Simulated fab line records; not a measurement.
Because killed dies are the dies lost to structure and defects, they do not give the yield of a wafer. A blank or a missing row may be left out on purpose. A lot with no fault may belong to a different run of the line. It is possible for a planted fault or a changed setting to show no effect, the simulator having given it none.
Chamber matching + flow sfq-line + 4 sister chambers for SFQ_TRILAYER_I5_BARC_OPEN_VIA_ETCH_200 on rie-diel-01
The step etches BARC in O2, target depth 125 nm, time 41.7 s. 16 wafers are shown with their chamber, then 8 later ones without.

## EACH WAFER AND ITS CHAMBER
| wafer  | chamber | drypump-motor-current-A (A) | oes-product-au (a.u.) |
|--------|---------|-----------------------------|-----------------------|
| L076.2 | 1       | 5.8                         | 0.695                 |
| L076.3 | 3       | 5.1                         | 0.684                 |
| L076.6 | 2       | 5.7                         | 0.682                 |
| L083.1 | 2       | 5.7                         | 0.685                 |
| L083.2 | 1       | 5.8                         | 0.683                 |
| L083.3 | 3       | 5.1                         | 0.684                 |
| L087.2 | 2       | 5.6                         | 0.685                 |
| L087.3 | 0       | 5.9                         | 0.687                 |
| L087.4 | 1       | 5.8                         | 0.684                 |
| L089.1 | 1       | 5.8                         | 0.687                 |
| L089.2 | 0       | 5.8                         | 0.679                 |
| L089.5 | 3       | 5.2                         | 0.680                 |
| L090.1 | 1       | 5.8                         | 0.686                 |
| L090.3 | 0       | 5.8                         | 0.683                 |
| L090.4 | 3       | 5.1                         | 0.686                 |
| L091.1 | 2       | 5.7                         | 0.684                 |

SIGNATURES (averages over the wafers above)
| reading                 | chamber 0 | chamber 1 | chamber 2 | chamber 3 | scatter within a chamber |
|-------------------------|-----------|-----------|-----------|-----------|--------------------------|
| drypump-motor-current-A | 5.833     | 5.800     | 5.675     | 5.125     | 0.0425                   |
| oes-product-au          | 0.68300   | 0.68700   | 0.68400   | 0.68350   | 0.0035                   |
Rule: distance of a wafer from a chamber = root of the sum over the readings of ((wafer's reading minus chamber's mean) / reading's scatter) squared. The wafer belongs to the nearest chamber; if the next one is less than 2 further off, it can't be placed. How the scatter is found: for the shown wafers, subtract from each reading the mean of its chamber, square and add these, divide the total by (wafers less chambers), then take the root.

## WAFERS MISSING THEIR CHAMBER
| wafer  | drypump-motor-current-A (A) | oes-product-au (a.u.) |
|--------|-----------------------------|-----------------------|
| L091.4 | 5.8                         | 0.683                 |
| L091.6 | 5.1                         | 0.691                 |
| L093.2 | 5.6                         | 0.690                 |
| L093.4 | 5.7                         | 0.690                 |
| L093.5 | 5.8                         | 0.691                 |
| L097.1 | 5.2                         | 0.685                 |
| L097.2 | 5.7                         | 0.683                 |
| L097.3 | 5.8                         | 0.682                 |

## EACH ONE'S CHAMBER
| wafer  | from the rows above          | in truth |
|--------|------------------------------|----------|
| L091.4 | can't be placed: 0 or 1      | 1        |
| L091.6 | 3                            | 3        |
| L093.2 | 2                            | 2        |
| L093.4 | can't be placed: 2 or 1 or 0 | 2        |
| L093.5 | can't be placed: 1 or 0      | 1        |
| L097.1 | 3                            | 3        |
| L097.2 | can't be placed: 2 or 1      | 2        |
| L097.3 | can't be placed: 0 or 1      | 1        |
Correct placement for 3 of the 8. Cannot be placed on the basis of these rows: 5; the candidates contain the true chamber in 5. Number placed wrongly: 0.
